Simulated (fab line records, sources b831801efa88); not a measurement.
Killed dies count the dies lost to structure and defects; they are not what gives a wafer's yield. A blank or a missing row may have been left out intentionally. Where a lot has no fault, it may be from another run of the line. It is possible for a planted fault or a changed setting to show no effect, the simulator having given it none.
A struck lot beside a sound one + flow sky130 + 43 out of 708 route steps
Sound: the wafers L734.3, L734.4, L734.6. Wafers struck: L750.1, L750.2, L750.6. The cause is named last.
For every step that has rows: the tool of each side, followed by ch and its chambers, followed by its first start. Under that, the readings that differ: sound wafers + struck wafers + difference of the means + sigmas: that difference in standard deviations of wafers without a fault.
alike: same words and numbers on both sides, and readings whose means sit less than 2 such deviations apart. not compared: any withheld reading, any reading some wafer has no value for, any bound like >300 that may hide the same value, and any number with overlapping values for which the record gives no deviation.
A row with sigmas, a row that says differs or no value, or rows on one side alone: a step with any of these is where the two part. Non-overlapping numbers with no deviation appear without sigmas and do not part them. A reading that every wafer of one side lacks parts them only if that side has two wafers or more.

SKY_FIELD_ISO_STRIP_16: strips in O2/N2.
  sound on plasma asher-02 ch 0,1, day 2 16:05; struck on plasma asher-03 ch 0,1, day 6 02:37
  alike: drypump motor current A, oes product au, strip time to endpoint s
  not compared: rf hours counter h
SKY_FIELD_ISO_ETCH_17: etches Si in HBr/Cl2/O2, target depth 342 nm, time 97.7 s.
  sound on rie si-02 ch 1,2, day 2 16:09; struck on rie si-01 ch 0,1,3, day 6 02:43
| reading               | sound             | struck            | difference | sigmas |
|-----------------------|-------------------|-------------------|------------|--------|
| oes product au (a.u.) | 0.988 0.982 0.979 | 1.002 1.020 0.999 | +0.024     | +2     |
  alike: bias w, drypump motor current A, rf fwd power W, throttle valve pct
  not compared: rf hours counter h
then, 5 steps without rows for these wafers: SKY_FIELD_ISO_WET_ETCH_18 (etches Si3N4 in H3PO4, target depth 25 nm, time 286 s); SKY_FIELD_ISO_CLEAN_19 (cleans in SC1/SC2, time 150 s); SKY_FIELD_ISO_CLEAN_20 (cleans in dHF, time 20 s); SKY_FIELD_ISO_WET_ETCH_21 (etches SiO2 in dHF, target depth 20 nm, time 400 s); SKY_FIELD_ISO_OXIDATION_22 (stabilise 600 s, purge 300 s, target thk 10 nm).
SKY_FIELD_ISO_THK_MEAS_23:
  struck on film metro-03, day 6 05:27; sound on film metro-01, day 3 00:44
  alike: FIELD_ISO_OXIDATION_01_THK
then, 1 step without rows for these wafers: SKY_FIELD_ISO_CVD_24 (deposits SiO2, target thk 595 nm, time 99.2 s).
SKY_FIELD_ISO_THK_MEAS_25:
  struck on film metro-01, day 6 05:35; sound on film metro-03, day 3 00:52
  alike: FIELD_ISO_CVD_24_THK
then, 1 step without rows for these wafers: SKY_FIELD_ISO_ANNEAL_26 (time 1800 s).
SKY_FIELD_ISO_CMP_27: polishes, stops on Si3N4, t overpolish 16 s, target thk 457.8 nm.
  sound on cmp-01 ch 0,1,2, day 3 06:19; struck on cmp-01 ch 1,3, day 6 07:12
  alike: motor current A, overpolish run s, time to endpoint s
SKY_FIELD_ISO_WET_ETCH_28: etches SiO2 in dHF, target depth 23.7 nm, time 47 s.
  sound on wet bench-01 ch 2, day 3 06:31; struck on wet bench-02 ch 0, day 6 07:27
then, 4 steps without rows for these wafers: SKY_FIELD_ISO_WET_ETCH_29 (etches Si3N4 in H3PO4, target depth 160 nm, time 1825 s); SKY_FIELD_ISO_WET_ETCH_30 (etches SiO2 in dHF, target depth 25 nm, time 50 s); SKY_NWELL_CLEAN_00 (cleans in SC1/SC2, time 150 s); SKY_NWELL_OXIDATION_01 (stabilise 600 s, purge 300 s, target thk 10 nm).
SKY_NWELL_THK_MEAS_02:
  struck on film metro-01, day 6 09:27; sound on film metro-03, day 3 10:35
  alike: NWELL_OXIDATION_THK
then, 8 steps without rows for these wafers: SKY_DNWELL_DEHYDRATE_00 (time 60 s); SKY_DNWELL_HMDS_01 (prime time 60 s); SKY_DNWELL_COAT_02 (resist thk 3000 nm); SKY_DNWELL_SOFTBAKE_03; SKY_DNWELL_EXPOSE_04 (exposes mask DNM, target cd 3000 nm); SKY_DNWELL_PEB_05; SKY_DNWELL_DEVELOP_06 (develop time 60 s); SKY_DNWELL_IMPLANT_07.
SKY_DNWELL_STRIP_08: strips in O2/N2.
  sound on plasma asher-03 ch 0,1, day 4 02:37; struck on plasma asher-04 ch 0,1, day 7 05:08
| reading                     | sound          | struck         | difference | sigmas |
|-----------------------------|----------------|----------------|------------|--------|
| drypump motor current A (A) | 5.22 4.86 4.86 | 5.58 5.65 5.67 | +0.65      | +3     |
  alike: oes product au, strip time to endpoint s
  not compared: rf hours counter h
SKY_DNWELL_TW_MEAS_09:
  struck on film metro-03, day 7 05:14; sound on film metro-04, day 4 02:42
| reading   | sound          | struck         | difference | sigmas |
|-----------|----------------|----------------|------------|--------|
| DNWELL_TW | 1094 1096 1094 | 1109 1105 1101 | +10        | +2     |
then, 7 steps without rows for these wafers: SKY_PWDE_DEHYDRATE_00 (time 60 s); SKY_PWDE_HMDS_01 (prime time 60 s); SKY_PWDE_COAT_02 (resist thk 3000 nm); SKY_PWDE_SOFTBAKE_03; SKY_PWDE_EXPOSE_04 (exposes mask PWDEM, target cd 840 nm); SKY_PWDE_PEB_05; SKY_PWDE_DEVELOP_06 (develop time 60 s).
SKY_PWDE_OVL_MEAS_07:
  struck on overlay-01, day 8 00:27; sound on overlay-01, day 4 19:19
  alike: PWDE_OVL
after that, 1 step had no rows for these wafers: SKY_PWDE_IMPLANT_08.
SKY_PWDE_STRIP_09: strips in O2/N2.
  sound on plasma asher-04 ch 0,1, day 4 19:31; struck on plasma asher-02 ch 0,1, day 8 00:38
  alike: drypump motor current A, oes product au, strip time to endpoint s
  not compared: rf hours counter h
SKY_PWDE_TW_MEAS_10:
  struck on film metro-01, day 8 00:44; sound on film metro-03, day 4 19:37
  alike: PWDE_TW
then, 3 steps without rows for these wafers: SKY_NWELL_DEHYDRATE_03 (time 60 s); SKY_NWELL_HMDS_04 (prime time 60 s); SKY_NWELL_COAT_05 (resist thk 3000 nm).
-- the record jumps here: 42 days lie between the struck wafers' starts before and after (it left off in module NWELL and takes up again in module PAD_OPEN, whose first step shown is number 708 of the route) --
SKY_PAD_OPEN_PROBE_99:
  struck on prober-02, day 50 04:25; sound on prober-02, day 46 23:34
| reading             | sound    | struck      | difference | sigmas |
|---------------------|----------|-------------|------------|--------|
| killed at front end | 10 15 20 | 61 60 66    | +47        | +11    |
| killed dies         | 86 87 86 | 127 137 129 | +45        | +5     |
  alike: killed_at_M0_to_M3, killed_at_M4_up, killed at contacts, killed at other, killed open, killed short

## WHERE THEY PART
Earliest at SKY_FIELD_ISO_ETCH_17; latest, in this record, at SKY_PAD_OPEN_PROBE_99.

WHY: what the simulator had put in
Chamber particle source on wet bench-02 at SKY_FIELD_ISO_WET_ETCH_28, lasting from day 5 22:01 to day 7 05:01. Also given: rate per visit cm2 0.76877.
